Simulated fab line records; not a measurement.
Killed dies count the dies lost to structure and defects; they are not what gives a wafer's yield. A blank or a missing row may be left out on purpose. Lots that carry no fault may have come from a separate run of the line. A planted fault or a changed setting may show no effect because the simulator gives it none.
Which tool is to blame? + flow sky130 + 12 lots with 36 wafers sampled at 3 steps, on a route of 708 steps

## WHAT THE GAUGES READ, wafer by wafer
SKY_METAL1_CD_MEAS_15: the cd target is 140 nm.
| lot  | measured     | on        | cd-nm (nm)        |
|------|--------------|-----------|-------------------|
| L075 | day 32 23:13 | cd-sem-01 | 143.1 140.7 141.9 |
| L077 | day 33 20:46 | cd-sem-02 | 141.2 141.5 139.8 |
| L079 | day 33 21:08 | cd-sem-01 | 142.9 141.5 141.4 |
| L081 | day 35 07:58 | cd-sem-02 | 142.7 140.1 141.3 |
| L084 | day 36 04:38 | cd-sem-01 | 139.4 140.5 140.0 |
| L085 | day 35 16:34 | cd-sem-02 | 139.5 139.8 139.3 |
| L087 | day 37 05:14 | cd-sem-01 | 139.6 139.9 140.6 |
| L089 | day 38 01:49 | cd-sem-02 | 142.9 140.2 140.0 |
| L091 | day 38 03:47 | cd-sem-02 | 140.4 141.3 141.3 |
| L093 | day 39 08:10 | cd-sem-01 | 139.2 136.9 137.7 |
| L095 | day 39 12:46 | cd-sem-02 | 136.8 139.4 136.9 |
| L097 | day 39 19:39 | cd-sem-02 | 138.9 137.8 138.2 |

## EACH LOT AND THE TOOL THAT RAN IT (in order: tool; ch and the chambers of the sampled wafers; start)
| lot  | SKY_PWDE_STRIP_09                   | SKY_LI_CONTACT_CVD_21         |
|------|-------------------------------------|-------------------------------|
| L075 | plasma-asher-04 ch 0,1, day 4 02:08 | cvd-w-02 ch 0,1, day 29 10:26 |
| L077 | plasma-asher-03 ch 0, day 4 12:34   | cvd-w-02 ch 1, day 30 12:02   |
| L079 | plasma-asher-04 ch 0,1, day 4 20:25 | cvd-w-01 ch 0,1, day 30 12:02 |
| L081 | plasma-asher-04 ch 0, day 5 13:16   | cvd-w-02 ch 0,1, day 31 19:38 |
| L084 | plasma-asher-03 ch 0,1, day 6 00:40 | cvd-w-01 ch 0,1, day 32 17:42 |
| L085 | plasma-asher-03 ch 0,1, day 6 07:58 | cvd-w-01 ch 1, day 32 06:36   |
| L087 | plasma-asher-01 ch 0,1, day 6 21:46 | cvd-w-02 ch 0,1, day 33 18:18 |
| L089 | plasma-asher-01 ch 0,1, day 7 11:48 | cvd-w-02 ch 0,1, day 34 15:38 |
| L091 | plasma-asher-04 ch 0,1, day 7 20:32 | cvd-w-01 ch 0,1, day 34 18:44 |
| L093 | plasma-asher-01 ch 0, day 8 07:59   | cvd-w-01 ch 1, day 36 00:24   |
| L095 | plasma-asher-01 ch 0,1, day 8 23:13 | cvd-w-02 ch 1, day 36 06:03   |
| L097 | plasma-asher-03 ch 0, day 9 06:13   | cvd-w-02 ch 0,1, day 36 10:49 |
- SKY_PWDE_STRIP_09: strips in O2/N2.
- SKY_LI_CONTACT_CVD_21: deposits W, target thk 400 nm, time 120.56 s.

## THE ANSWER, worked out from the rows above alone
Rule: the usual values come from the lots themselves. Put in order of their means at a reading, lots are off if they are a third of the lots or fewer, leave a main group of 4 or more, and stand apart from it by a gap of 3 or more times the standard deviation of the main group's means; of several such gaps the widest counts. Not used: any main group whose means are identical at the precision the tables above print for the reading. A lot without any number at a reading at which 4 lots or more have one is off too. All remaining lots with rows at the step are treated as sound.
Across all readings shown, no lot is off: no conclusion can be drawn from this.

## WHAT THE SIMULATOR HAD INSERTED
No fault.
